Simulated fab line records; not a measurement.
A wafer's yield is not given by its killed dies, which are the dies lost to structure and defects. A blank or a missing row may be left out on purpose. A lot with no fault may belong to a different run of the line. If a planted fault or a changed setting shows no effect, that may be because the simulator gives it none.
Which tool was responsible? :: flow gf180mcu :: Sampling: 24 lots, 72 wafers, 5 of 602 route steps

WHAT THE GAUGES READ, wafer by wafer
GF_V5_RS_MEAS_24: the measuring method here is four-point-probe. Usual: V5_W_RS gives 0.326 ohm/sq (standard deviation 0.0037).
lot: L074
measured: day 26 23:56
on: film-metro-04
V5_W_RS (ohm/sq): 0.324 0.324 0.327
flag: 

lot: L075
measured: day 27 05:20
on: film-metro-04
V5_W_RS (ohm/sq): 0.328 0.327 0.325
flag: 

lot: L076
measured: day 27 16:05
on: film-metro-02
V5_W_RS (ohm/sq): 0.327 0.327 0.329
flag: 

lot: L077
measured: day 27 22:14
on: film-metro-04
V5_W_RS (ohm/sq): 0.327 0.322 0.326
flag: 

lot: L078
measured: day 28 08:05
on: film-metro-04
V5_W_RS (ohm/sq): 0.330 0.327 0.326
flag: 

lot: L079
measured: day 28 14:55
on: film-metro-02
V5_W_RS (ohm/sq): 0.324 0.320 0.326
flag: 

lot: L080
measured: day 29 02:50
on: film-metro-04
V5_W_RS (ohm/sq): 0.332 0.326 0.329
flag: 

lot: L081
measured: day 29 13:25
on: film-metro-02
V5_W_RS (ohm/sq): 0.324 0.324 0.318
flag: 

lot: L082
measured: day 29 19:59
on: film-metro-02
V5_W_RS (ohm/sq): 0.323 0.326 0.323
flag: 

lot: L083
measured: day 30 03:05
on: film-metro-04
V5_W_RS (ohm/sq): 0.330 0.332 0.333
flag: 

lot: L084
measured: day 30 09:01
on: film-metro-04
V5_W_RS (ohm/sq): 0.333 0.330 0.329
flag: 

lot: L085
measured: day 30 15:29
on: film-metro-01
V5_W_RS (ohm/sq): 0.326 0.329 0.327
flag: 

lot: L086
measured: day 30 23:17
on: film-metro-02
V5_W_RS (ohm/sq): 0.322 0.325 0.323
flag: 

lot: L087
measured: day 31 06:47
on: film-metro-04
V5_W_RS (ohm/sq): 0.328 0.330 0.328
flag: 

lot: L088
measured: day 31 16:15
on: film-metro-02
V5_W_RS (ohm/sq): 0.330 0.326 0.329
flag: 

lot: L089
measured: day 32 00:34
on: film-metro-01
V5_W_RS (ohm/sq): 0.318 0.319 0.317
flag: 

lot: L090
measured: day 32 06:19
on: film-metro-01
V5_W_RS (ohm/sq): 0.329 0.328 0.325
flag: 

lot: L091
measured: day 32 09:37
on: film-metro-04
V5_W_RS (ohm/sq): 0.321 0.322 0.324
flag: 

lot: L092
measured: day 32 14:50
on: film-metro-04
V5_W_RS (ohm/sq): 0.329 0.329 0.329
flag: 

lot: L093
measured: day 32 20:20
on: film-metro-02
V5_W_RS (ohm/sq): 0.321 0.321 0.318
flag: 

lot: L094
measured: day 32 21:29
on: film-metro-02
V5_W_RS (ohm/sq): 0.325 0.323 0.323
flag: 

lot: L095
measured: day 33 05:20
on: film-metro-01
V5_W_RS (ohm/sq): 0.327 0.326 0.325
flag: 

lot: L097
measured: day 33 10:32
on: film-metro-02
V5_W_RS (ohm/sq): 0.326 0.326 0.323
flag: 

lot: L096
measured: day 33 14:41
on: film-metro-04
V5_W_RS (ohm/sq): 0.328 0.327 0.326
flag: 

GF_V5_THK_MEAS_25: measures by xrf. Usual: V5_W_THK gives 348 nm (standard deviation 4.2).
lot: L074
measured: day 27 00:02
on: film-metro-04
V5_W_THK (nm): 351 353 349
flag: 

lot: L075
measured: day 27 05:26
on: film-metro-04
V5_W_THK (nm): 350 346 347
flag: 

lot: L076
measured: day 27 16:13
on: film-metro-02
V5_W_THK (nm): 347 346 345
flag: 

lot: L077
measured: day 27 22:22
on: film-metro-04
V5_W_THK (nm): 348 352 349
flag: 

lot: L078
measured: day 28 08:11
on: film-metro-04
V5_W_THK (nm): 348 352 352
flag: 

lot: L079
measured: day 28 15:02
on: film-metro-02
V5_W_THK (nm): 353 358 351
flag: 

lot: L080
measured: day 29 02:56
on: film-metro-04
V5_W_THK (nm): 340 347 345
flag: 

lot: L081
measured: day 29 13:32
on: film-metro-02
V5_W_THK (nm): 350 350 355
flag: 

lot: L082
measured: day 29 20:06
on: film-metro-02
V5_W_THK (nm): 352 346 351
flag: 

lot: L083
measured: day 30 03:11
on: film-metro-04
V5_W_THK (nm): 343 344 340
flag: 

lot: L084
measured: day 30 09:08
on: film-metro-04
V5_W_THK (nm): 339 343 343
flag: 

lot: L085
measured: day 30 15:35
on: film-metro-01
V5_W_THK (nm): 348 348 347
flag: 

lot: L086
measured: day 30 23:25
on: film-metro-02
V5_W_THK (nm): 354 351 354
flag: 

lot: L087
measured: day 31 06:54
on: film-metro-04
V5_W_THK (nm): 345 341 346
flag: 

lot: L088
measured: day 31 16:22
on: film-metro-02
V5_W_THK (nm): 342 348 343
flag: 

lot: L089
measured: day 32 00:40
on: film-metro-01
V5_W_THK (nm): 351 350 352
flag: 

lot: L090
measured: day 32 06:26
on: film-metro-01
V5_W_THK (nm): 336 340 344
flag: 

lot: L091
measured: day 32 09:44
on: film-metro-04
V5_W_THK (nm): 356 353 352
flag: 

lot: L092
measured: day 32 14:57
on: film-metro-04
V5_W_THK (nm): 345 345 347
flag: 

lot: L093
measured: day 32 20:26
on: film-metro-02
V5_W_THK (nm): 352 351 359
flag: 

lot: L094
measured: day 32 21:37
on: film-metro-02
V5_W_THK (nm): 349 352 352
flag: 

lot: L095
measured: day 33 05:27
on: film-metro-01
V5_W_THK (nm): 346 347 350
flag: 

lot: L097
measured: day 33 10:39
on: film-metro-02
V5_W_THK (nm): 347 345 351
flag: 

lot: L096
measured: day 33 14:47
on: film-metro-04
V5_W_THK (nm): 349 352 351
flag: 

GF_TOP_METAL_CD_MEAS_14: target cd 440 nm. Usual: cd-nm 440.6 nm, standard deviation 2.4.
lot: L074
measured: day 27 20:51
on: cd-sem-01
cd-nm (nm): 441.3 442.7 442.8
flag: 

lot: L075
measured: day 28 01:19
on: cd-sem-02
cd-nm (nm): 442.7 445.0 442.8
flag: 

lot: L076
measured: day 28 12:05
on: cd-sem-01
cd-nm (nm): 438.2 440.5 440.8
flag: 

lot: L077
measured: day 28 18:29
on: cd-sem-01
cd-nm (nm): 436.5 435.6 437.4
flag: 

lot: L078
measured: day 29 04:11
on: cd-sem-01
cd-nm (nm): 436.7 436.9 439.6
flag: 

lot: L079
measured: day 29 10:17
on: cd-sem-02
cd-nm (nm): 437.9 440.1 438.4
flag: 

lot: L080
measured: day 29 22:21
on: cd-sem-02
cd-nm (nm): 444.9 441.3 442.2
flag: 

lot: L081
measured: day 30 08:34
on: cd-sem-01
cd-nm (nm): 437.3 441.5 437.4
flag: 

lot: L082
measured: day 30 14:22
on: cd-sem-02
cd-nm (nm): 437.6 437.6 435.8
flag: 

lot: L083
measured: day 30 21:43
on: cd-sem-01
cd-nm (nm): 443.6 442.6 441.9
flag: 

lot: L084
measured: day 31 03:26
on: cd-sem-02
cd-nm (nm): 441.7 442.7 443.1
flag: 

lot: L085
measured: day 31 09:56
on: cd-sem-02
cd-nm (nm): 439.8 440.3 439.3
flag: 

lot: L086
measured: day 31 17:17
on: cd-sem-01
cd-nm (nm): 437.2 441.1 438.5
flag: 

lot: L087
measured: day 32 00:28
on: cd-sem-01
cd-nm (nm): 439.9 437.9 438.5
flag: 

lot: L088
measured: day 32 09:14
on: cd-sem-01
cd-nm (nm): 436.8 436.8 436.2
flag: 

lot: L089
measured: day 32 17:13
on: cd-sem-02
cd-nm (nm): 441.1 444.5 441.8
flag: 

lot: L090
measured: day 32 22:29
on: cd-sem-02
cd-nm (nm): 443.8 442.9 443.1
flag: 

lot: L091
measured: day 33 02:34
on: cd-sem-02
cd-nm (nm): 439.9 438.1 439.7
flag: 

lot: L092
measured: day 33 07:25
on: cd-sem-02
cd-nm (nm): 441.3 441.1 440.9
flag: 

lot: L093
measured: day 33 12:25
on: cd-sem-02
cd-nm (nm): 444.3 445.4 444.9
flag: 

lot: L094
measured: day 33 13:38
on: cd-sem-01
cd-nm (nm): 443.6 442.3 441.4
flag: 

lot: L095
measured: day 33 22:02
on: cd-sem-02
cd-nm (nm): 440.9 439.7 438.9
flag: 

lot: L097
measured: day 34 03:15
on: cd-sem-02
cd-nm (nm): 443.0 440.5 441.6
flag: 

lot: L096
measured: day 34 06:34
on: cd-sem-02
cd-nm (nm): 441.0 439.8 439.6
flag: 

EACH LOT AND THE TOOL THAT RAN IT (in order: tool; ch and the chambers of the sampled wafers; start)
lot: L074
GF_V4_STRIP_18: plasma-asher-04 ch 0,1, day 24 02:43
GF_TOP_METAL_SPUTTER_02: pvd-sputter-04, day 27 00:31

lot: L075
GF_V4_STRIP_18: plasma-asher-04 ch 0,1, day 24 09:28
GF_TOP_METAL_SPUTTER_02: pvd-sputter-04, day 27 05:55

lot: L076
GF_V4_STRIP_18: plasma-asher-04 ch 0,1, day 24 21:10
GF_TOP_METAL_SPUTTER_02: pvd-sputter-02, day 27 16:42

lot: L077
GF_V4_STRIP_18: plasma-asher-03 ch 1, day 25 03:49
GF_TOP_METAL_SPUTTER_02: pvd-sputter-03, day 27 22:51

lot: L078
GF_V4_STRIP_18: plasma-asher-03 ch 0, day 25 14:37
GF_TOP_METAL_SPUTTER_02: pvd-sputter-04, day 28 08:40

lot: L079
GF_V4_STRIP_18: plasma-asher-04 ch 0,1, day 25 21:16
GF_TOP_METAL_SPUTTER_02: pvd-sputter-04, day 28 15:35

lot: L080
GF_V4_STRIP_18: plasma-asher-01 ch 0,1, day 26 10:40
GF_TOP_METAL_SPUTTER_02: pvd-sputter-02, day 29 03:25

lot: L081
GF_V4_STRIP_18: plasma-asher-04 ch 0,1, day 26 23:34
GF_TOP_METAL_SPUTTER_02: pvd-sputter-02, day 29 14:01

lot: L082
GF_V4_STRIP_18: plasma-asher-04 ch 0,1, day 27 05:01
GF_TOP_METAL_SPUTTER_02: pvd-sputter-04, day 29 20:35

lot: L083
GF_V4_STRIP_18: plasma-asher-04 ch 0,1, day 27 13:31
GF_TOP_METAL_SPUTTER_02: pvd-sputter-04, day 30 03:40

lot: L084
GF_V4_STRIP_18: plasma-asher-04 ch 0,1, day 27 19:31
GF_TOP_METAL_SPUTTER_02: pvd-sputter-02, day 30 09:37

lot: L085
GF_V4_STRIP_18: plasma-asher-01 ch 0,1, day 28 03:58
GF_TOP_METAL_SPUTTER_02: pvd-sputter-03, day 30 16:04

lot: L086
GF_V4_STRIP_18: plasma-asher-04 ch 0,1, day 28 10:34
GF_TOP_METAL_SPUTTER_02: pvd-sputter-02, day 30 23:54

lot: L087
GF_V4_STRIP_18: plasma-asher-03 ch 0,1, day 28 19:22
GF_TOP_METAL_SPUTTER_02: pvd-sputter-02, day 31 07:23

lot: L088
GF_V4_STRIP_18: plasma-asher-01 ch 0,1, day 29 05:49
GF_TOP_METAL_SPUTTER_02: pvd-sputter-03, day 31 16:52

lot: L089
GF_V4_STRIP_18: plasma-asher-04 ch 0,1, day 29 13:59
GF_TOP_METAL_SPUTTER_02: pvd-sputter-03, day 32 01:08

lot: L090
GF_V4_STRIP_18: plasma-asher-04 ch 0,1, day 29 20:19
GF_TOP_METAL_SPUTTER_02: pvd-sputter-02, day 32 06:55

lot: L091
GF_V4_STRIP_18: plasma-asher-01 ch 0,1, day 29 23:34
GF_TOP_METAL_SPUTTER_02: pvd-sputter-03, day 32 10:13

lot: L092
GF_V4_STRIP_18: plasma-asher-01 ch 0,1, day 30 05:58
GF_TOP_METAL_SPUTTER_02: pvd-sputter-02, day 32 15:26

lot: L093
GF_V4_STRIP_18: plasma-asher-04 ch 0,1, day 30 12:41
GF_TOP_METAL_SPUTTER_02: pvd-sputter-03, day 32 20:55

lot: L094
GF_V4_STRIP_18: plasma-asher-03 ch 0,1, day 30 13:28
GF_TOP_METAL_SPUTTER_02: pvd-sputter-02, day 32 22:06

lot: L095
GF_V4_STRIP_18: plasma-asher-03 ch 0,1, day 30 22:10
GF_TOP_METAL_SPUTTER_02: pvd-sputter-03, day 33 06:07

lot: L097
GF_V4_STRIP_18: plasma-asher-01 ch 0,1, day 31 03:52
GF_TOP_METAL_SPUTTER_02: pvd-sputter-04, day 33 11:08

lot: L096
GF_V4_STRIP_18: plasma-asher-03 ch 0,1, day 31 08:36
GF_TOP_METAL_SPUTTER_02: pvd-sputter-03, day 33 15:16
- GF_V4_STRIP_18: strips in O2/N2.
- GF_TOP_METAL_SPUTTER_02: material AlCu, target thk 900 nm, time 47.82 s.

WHAT THE TOOLS THEMSELVES READ (means of the sampled wafers that have a number; where no wafer has one, the mark that the record gives instead)
GF_V4_STRIP_18. Usual: drypump-motor-current-A 6.0 A, standard deviation 0.32; heater-power-w 326 W, standard deviation 23; oes-product-au 0.592 a.u., standard deviation 0.0046.
lot: L074
tool: plasma-asher-04
drypump-motor-current-A (A): 6.0
heater-power-w (W): 330
oes-product-au (a.u.): 0.590
flag: 

lot: L075
tool: plasma-asher-04
drypump-motor-current-A (A): 5.7
heater-power-w (W): 328
oes-product-au (a.u.): 0.590
flag: 

lot: L076
tool: plasma-asher-04
drypump-motor-current-A (A): 5.7
heater-power-w (W): 322
oes-product-au (a.u.): 0.591
flag: 

lot: L077
tool: plasma-asher-03
drypump-motor-current-A (A): 6.4
heater-power-w (W): 279
oes-product-au (a.u.): 0.594
flag: 

lot: L078
tool: plasma-asher-03
drypump-motor-current-A (A): 6.1
heater-power-w (W): 331
oes-product-au (a.u.): 0.591
flag: 

lot: L079
tool: plasma-asher-04
drypump-motor-current-A (A): 5.7
heater-power-w (W): 326
oes-product-au (a.u.): 0.592
flag: 

lot: L080
tool: plasma-asher-01
drypump-motor-current-A (A): 5.8
heater-power-w (W): 358
oes-product-au (a.u.): 0.592
flag: 

lot: L081
tool: plasma-asher-04
drypump-motor-current-A (A): 5.9
heater-power-w (W): 327
oes-product-au (a.u.): 0.593
flag: 

lot: L082
tool: plasma-asher-04
drypump-motor-current-A (A): 5.7
heater-power-w (W): 324
oes-product-au (a.u.): 0.592
flag: 

lot: L083
tool: plasma-asher-04
drypump-motor-current-A (A): 6.0
heater-power-w (W): 327
oes-product-au (a.u.): 0.592
flag: 

lot: L084
tool: plasma-asher-04
drypump-motor-current-A (A): 6.0
heater-power-w (W): 331
oes-product-au (a.u.): 0.593
flag: 

lot: L085
tool: plasma-asher-01
drypump-motor-current-A (A): 5.8
heater-power-w (W): 352
oes-product-au (a.u.): 0.591
flag: 

lot: L086
tool: plasma-asher-04
drypump-motor-current-A (A): 5.7
heater-power-w (W): 326
oes-product-au (a.u.): 0.593
flag: 

lot: L087
tool: plasma-asher-03
drypump-motor-current-A (A): 6.3
heater-power-w (W): 297
oes-product-au (a.u.): 0.585
flag: 

lot: L088
tool: plasma-asher-01
drypump-motor-current-A (A): 5.9
heater-power-w (W): 347
oes-product-au (a.u.): 0.591
flag: 

lot: L089
tool: plasma-asher-04
drypump-motor-current-A (A): 6.0
heater-power-w (W): 331
oes-product-au (a.u.): 0.595
flag: 

lot: L090
tool: plasma-asher-04
drypump-motor-current-A (A): 6.0
heater-power-w (W): 323
oes-product-au (a.u.): 0.589
flag: 

lot: L091
tool: plasma-asher-01
drypump-motor-current-A (A): 5.8
heater-power-w (W): 351
oes-product-au (a.u.): 0.589
flag: 

lot: L092
tool: plasma-asher-01
drypump-motor-current-A (A): 5.8
heater-power-w (W): 354
oes-product-au (a.u.): 0.590
flag: 

lot: L093
tool: plasma-asher-04
drypump-motor-current-A (A): 6.0
heater-power-w (W): 330
oes-product-au (a.u.): 0.597
flag: 

lot: L094
tool: plasma-asher-03
drypump-motor-current-A (A): 6.3
heater-power-w (W): 318
oes-product-au (a.u.): 0.593
flag: 

lot: L095
tool: plasma-asher-03
drypump-motor-current-A (A): 6.3
heater-power-w (W): 295
oes-product-au (a.u.): 0.595
flag: 

lot: L097
tool: plasma-asher-01
drypump-motor-current-A (A): 5.8
heater-power-w (W): 351
oes-product-au (a.u.): 0.590
flag: 

lot: L096
tool: plasma-asher-03
drypump-motor-current-A (A): 6.3
heater-power-w (W): 311
oes-product-au (a.u.): 0.590
flag: 

GF_TOP_METAL_SPUTTER_02. Usual: throttle-valve-pct 29.9 %, standard deviation 1.2.
lot: L074
tool: pvd-sputter-04
throttle-valve-pct (%): 30.8
flag: 

lot: L075
tool: pvd-sputter-04
throttle-valve-pct (%): 30.3
flag: 

lot: L076
tool: pvd-sputter-02
throttle-valve-pct (%): 29.3
flag: 

lot: L077
tool: pvd-sputter-03
throttle-valve-pct (%): 29.7
flag: 

lot: L078
tool: pvd-sputter-04
throttle-valve-pct (%): 30.2
flag: 

lot: L079
tool: pvd-sputter-04
throttle-valve-pct (%): 30.5
flag: 

lot: L080
tool: pvd-sputter-02
throttle-valve-pct (%): 29.9
flag: 

lot: L081
tool: pvd-sputter-02
throttle-valve-pct (%): 29.2
flag: 

lot: L082
tool: pvd-sputter-04
throttle-valve-pct (%): 30.0
flag: 

lot: L083
tool: pvd-sputter-04
throttle-valve-pct (%): 30.9
flag: 

lot: L084
tool: pvd-sputter-02
throttle-valve-pct (%): 29.2
flag: 

lot: L085
tool: pvd-sputter-03
throttle-valve-pct (%): 29.7
flag: 

lot: L086
tool: pvd-sputter-02
throttle-valve-pct (%): 29.7
flag: 

lot: L087
tool: pvd-sputter-02
throttle-valve-pct (%): 29.9
flag: 

lot: L088
tool: pvd-sputter-03
throttle-valve-pct (%): 29.8
flag: 

lot: L089
tool: pvd-sputter-03
throttle-valve-pct (%): 28.3
flag: 

lot: L090
tool: pvd-sputter-02
throttle-valve-pct (%): 29.9
flag: 

lot: L091
tool: pvd-sputter-03
throttle-valve-pct (%): 29.1
flag: 

lot: L092
tool: pvd-sputter-02
throttle-valve-pct (%): 29.1
flag: 

lot: L093
tool: pvd-sputter-03
throttle-valve-pct (%): 28.3
flag: 

lot: L094
tool: pvd-sputter-02
throttle-valve-pct (%): 30.9
flag: 

lot: L095
tool: pvd-sputter-03
throttle-valve-pct (%): 30.3
flag: 

lot: L097
tool: pvd-sputter-04
throttle-valve-pct (%): 30.2
flag: 

lot: L096
tool: pvd-sputter-03
throttle-valve-pct (%): 29.9
flag: 

THE ANSWER, worked out from the rows above alone
Rule: take the mean of a lot's wafers that have a number; if it is more than 3 standard deviations from the usual mean, the lot is off. A lot without any number at a reading at which 4 lots or more have one is off too. Any other lot the step has rows for is counted as sound. After the gauges, taken in route order, come the tools' own readings; for these a lot's mean is taken, as printed above. At the first step where some lot is off, the reading lying furthest off is the one used; lots without a number count as furthest.
No lot is off on any of the readings shown, so nothing can be concluded from this.

WHAT WAS PUT IN BY THE SIMULATOR
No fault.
